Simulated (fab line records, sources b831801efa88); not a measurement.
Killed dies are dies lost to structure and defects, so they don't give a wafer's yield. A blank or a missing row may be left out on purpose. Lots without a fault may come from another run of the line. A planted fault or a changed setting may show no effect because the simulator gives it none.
Which tool did it? | flow gf180mcu | 10 lots, 30 wafers sampled, at 6 steps of a route of 602

WHAT THE GAUGES READ, wafer by wafer
GF_HV_LDD_TW_MEAS_38.
lot  | measured     | on            | HV_LDD_3_TW
L216 | day 11 07:22 | film_metro-02 | 1435 1436 1431
L217 | day 11 22:23 | film_metro-03 | 1448 1449 1441
L218 | day 12 06:00 | film_metro-02 | 1440 1440 1442
L219 | day 12 09:48 | film_metro-03 | 1455 1457 1451
L221 | day 13 02:23 | film_metro-02 | 1437 1440 1434
L222 | day 13 07:26 | film_metro-01 | 1439 1440 1441
L226 | day 14 21:29 | film_metro-02 | 1429 1427 1423
L236 | day 17 21:59 | film_metro-03 | 1379 1380 1391 1379 1384 1388
L237 | day 18 07:54 | film_metro-03 | 1391 1386 1385 1397 1395 1391
L238 | day 18 18:16 | film_metro-02 | 1376 1376 1371 1377 1376 1375

GF_HV_LDD_RS_MEAS_53: measures by four-point-probe.
lot  | measured     | on            | HV_LDD_RS (ohm/sq)
L216 | day 12 03:08 | film_metro-03 | 419.6 418.9 419.0
L217 | day 12 18:10 | film_metro-03 | 419.4 419.2 420.0
L218 | day 13 02:07 | film_metro-03 | 419.9 419.5 420.1
L219 | day 13 05:47 | film_metro-02 | 418.3 418.6 419.5
L221 | day 13 23:02 | film_metro-01 | 418.2 417.5 417.7
L222 | day 14 04:16 | film_metro-02 | 419.7 419.5 419.6
L226 | day 15 18:52 | film_metro-02 | 419.5 418.2 419.4
L236 | day 18 22:05 | film_metro-03 | 430.2 428.7 428.8 429.8 429.1 429.2
L237 | day 19 08:47 | film_metro-01 | 428.5 428.8 430.3 427.7 429.2 430.5
L238 | day 19 19:11 | film_metro-02 | 428.1 426.2 426.6 427.9 427.4 427.4

WHICH TOOL RAN EACH LOT (tool, then ch and the chambers of the sampled wafers, then the start)
lot  | GF_DUAL_GATE_STRIP_13                | GF_POLY_GATE_ETCH_13             | GF_HV_LDD_IMPLANT_35            | GF_HV_LDD_STRIP_49
L216 | plasma_asher-04 ch 0,1, day 8 01:45  | rie_si-01 ch 0,1,2, day 8 23:16  | implanter-01 ch 0, day 11 07:01 | plasma_asher-02 ch 0,1, day 12 02:49
L217 | plasma_asher-01 ch 0,1, day 8 14:32  | rie_si-01 ch 0,1, day 9 12:40    | implanter-04 ch 0, day 11 22:01 | plasma_asher-03 ch 0,1, day 12 17:52
L218 | plasma_asher-01 ch 0,1, day 8 18:43  | rie_si-01 ch 0,1,2, day 9 18:04  | implanter-03 ch 0, day 12 05:37 | plasma_asher-01 ch 0,1, day 13 01:41
L219 | plasma_asher-02 ch 0,1, day 9 00:52  | rie_si-01 ch 0,3, day 9 22:58    | implanter-01 ch 0, day 12 09:24 | plasma_asher-03 ch 0,1, day 13 05:30
L221 | plasma_asher-02 ch 1, day 9 15:28    | rie_si-02 ch 0,1,3, day 10 13:50 | implanter-04 ch 0, day 13 02:01 | plasma_asher-03 ch 0,1, day 13 22:44
L222 | plasma_asher-04 ch 0,1, day 9 19:34  | rie_si-02 ch 1,3, day 10 17:33   | implanter-03 ch 0, day 13 07:02 | plasma_asher-02 ch 0,1, day 14 03:59
L226 | plasma_asher-04 ch 0,1, day 11 05:40 | rie_si-01 ch 0,2,3, day 12 05:10 | implanter-03 ch 0, day 14 21:05 | plasma_asher-03 ch 1, day 15 18:35
L236 | plasma_asher-02 ch 0,1, day 14 00:25 | rie_si-02 ch 1,2,3, day 15 01:04 | implanter-03 ch 0, day 17 21:35 | plasma_asher-01 ch 0,1, day 18 21:45
L237 | plasma_asher-04 ch 0,1, day 14 07:37 | rie_si-02 ch 1,2,3, day 15 10:02 | implanter-03 ch 0, day 18 07:30 | plasma_asher-03 ch 0,1, day 19 08:27
L238 | plasma_asher-04 ch 0,1, day 14 18:37 | rie_si-01 ch 1,2,3, day 15 19:37 | implanter-03 ch 0, day 18 17:52 | plasma_asher-03 ch 0,1, day 19 18:53
- GF_DUAL_GATE_STRIP_13: strips in O2/N2.
- GF_POLY_GATE_ETCH_13: etches poly-Si in HBr/Cl2, stops on SiO2, target depth 198.5 nm, time 69.6 s.
- GF_HV_LDD_IMPLANT_35
- GF_HV_LDD_STRIP_49: strips in O2/N2.

WHAT THE TOOLS THEMSELVES READ (means of the sampled wafers that have a number; where no wafer has one, the mark that the record gives instead)
GF_DUAL_GATE_STRIP_13.
lot  | tool            | drypump_motor_current_A (A) | heater_power_w (W) | oes_product_au (a.u.) | strip_time_to_endpoint_s (s)
L216 | plasma_asher-04 | 5.94                        | 375                | 0.715                 | 12.72
L217 | plasma_asher-01 | 5.62                        | 364                | 0.713                 | 12.71
L218 | plasma_asher-01 | 5.45                        | 352                | 0.713                 | 12.69
L219 | plasma_asher-02 | 6.04                        | 332                | 0.721                 | 12.73
L221 | plasma_asher-02 | 5.96                        | 316                | 0.715                 | 12.75
L222 | plasma_asher-04 | 6.06                        | 359                | 0.714                 | 12.77
L226 | plasma_asher-04 | 5.94                        | 373                | 0.717                 | 12.77
L236 | plasma_asher-02 | 6.03                        | 332                | 0.717                 | 12.71
L237 | plasma_asher-04 | 6.06                        | 357                | 0.718                 | 12.75
L238 | plasma_asher-04 | 5.94                        | 372                | 0.718                 | 12.76

GF_POLY_GATE_ETCH_13.
lot  | tool      | drypump_motor_current_A (A) | he_backside_leak_sccm (sccm) | mfc_cl2_sccm (sccm) | oes_product_au (a.u.) | throttle_valve_pct (%)
L216 | rie_si-01 | 5.6                         | 2.58                         | 50.10               | 0.997                 | 33.673
L217 | rie_si-01 | 5.9                         | 2.76                         | 50.11               | 0.994                 | 33.686
L218 | rie_si-01 | 5.6                         | 2.63                         | 49.93               | 0.995                 | 33.689
L219 | rie_si-01 | 6.2                         | 2.73                         | 49.94               | 0.986                 | 33.684
L221 | rie_si-02 | 5.8                         | 2.93                         | 49.95               | 0.990                 | 33.679
L222 | rie_si-02 | 5.7                         | 2.69                         | 50.09               | 0.985                 | 33.683
L226 | rie_si-01 | 5.9                         | 2.59                         | 49.94               | 0.987                 | 33.685
L236 | rie_si-02 | 5.8                         | 2.74                         | 49.97               | 0.986                 | 33.686
L237 | rie_si-02 | 5.8                         | 2.74                         | 49.86               | 0.979                 | 33.688
L238 | rie_si-01 | 5.5                         | 2.57                         | 50.00               | 0.989                 | 33.678

GF_HV_LDD_IMPLANT_35.
lot  | tool         | dose_ions_cm2 | end_station_pressure_torr (Torr) | faraday_current_uA
L216 | implanter-01 | 7.496e+12     | 4.83e-06                         | 41.9
L217 | implanter-04 | 7.498e+12     | 5.41e-06                         | 42.0
L218 | implanter-03 | 7.503e+12     | 5.32e-06                         | 42.3
L219 | implanter-01 | 7.505e+12     | 5.08e-06                         | 42.9
L221 | implanter-04 | 7.501e+12     | 4.91e-06                         | 42.5
L222 | implanter-03 | 7.495e+12     | 4.99e-06                         | 42.2
L226 | implanter-03 | 7.502e+12     | 5.00e-06                         | 42.9
L236 | implanter-03 | 3.950e+12     | 5.21e-06                         | 21.9
L237 | implanter-03 | 3.947e+12     | 4.94e-06                         | 22.6
L238 | implanter-03 | 3.952e+12     | 4.90e-06                         | 21.8

GF_HV_LDD_STRIP_49.
lot  | tool            | drypump_motor_current_A (A) | heater_power_w (W) | oes_product_au (a.u.) | strip_time_to_endpoint_s (s)
L216 | plasma_asher-02 | 6.09                        | 351                | 0.709                 | 12.58
L217 | plasma_asher-03 | 5.72                        | 323                | 0.713                 | 12.63
L218 | plasma_asher-01 | 5.46                        | 349                | 0.719                 | 12.62
L219 | plasma_asher-03 | 5.60                        | 326                | 0.715                 | 12.57
L221 | plasma_asher-03 | 5.74                        | 325                | 0.714                 | 12.65
L222 | plasma_asher-02 | 6.04                        | 329                | 0.712                 | 12.65
L226 | plasma_asher-03 | 5.83                        | 333                | 0.715                 | 12.65
L236 | plasma_asher-01 | 5.62                        | 367                | 0.716                 | 12.60
L237 | plasma_asher-03 | 5.72                        | 325                | 0.714                 | 12.65
L238 | plasma_asher-03 | 5.72                        | 327                | 0.720                 | 12.63

THE ANSWER, worked out from the rows above alone
Rule: what is usual is taken from the lots themselves. Put in order of their means at a reading, lots are off if they are a third of the lots or fewer, leave a main group of 4 or more, and stand apart from it by a gap of 3 or more times the standard deviation of the main group's means; of several such gaps the widest counts. A main group whose means are all the same, to the digits that the tables above print for the reading, isn't used. A lot without any number at a reading at which 4 lots or more have one is off too. The other lots that the step has rows for count as sound. The gauges are gone through in route order, then the tools' own readings, and for those a lot's mean is taken as printed above. The first step at which some lot is off is used, and at that step the reading that is off furthest; a lot without a number counts as furthest.
Off: L236, L237, L238, at GF_HV_LDD_TW_MEAS_38 (HV_LDD_3_TW). The main group: mean 1440, standard deviation 8.2.
A tool fits if, at a process step before that reading, it ran every lot that is off, and no sound lot after the first of them. The gauges at GF_HV_LDD_TW_MEAS_38 aren't tried: what is off there is off at GF_HV_LDD_IMPLANT_35 too, on other tools, and a gauge's error can't cause that. One fits: implanter-03 at GF_HV_LDD_IMPLANT_35. Its last sound lot is L226 (day 14 21:05), its first lot that is off L236 (day 17 21:35): a fault that began between those two fits.
The tool's own readings at GF_HV_LDD_IMPLANT_35 bear it out: on the lots that are off they differ by more than 5 times the standard deviation of the sound lots' means. dose_ions_cm2 reads 3.950e+12 there against 7.500e+12 on the sound lots; faraday_current_uA reads 22.1 there against 42.4 on the sound lots.

WHAT THE SIMULATOR HAD PUT IN
Process parameter drift: implanter-03, from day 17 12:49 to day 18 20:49, at GF_HV_LDD_IMPLANT_35. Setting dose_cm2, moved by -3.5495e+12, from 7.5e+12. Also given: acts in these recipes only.
Lots struck among those shown: L236, L237, L238. The rule above found the same.
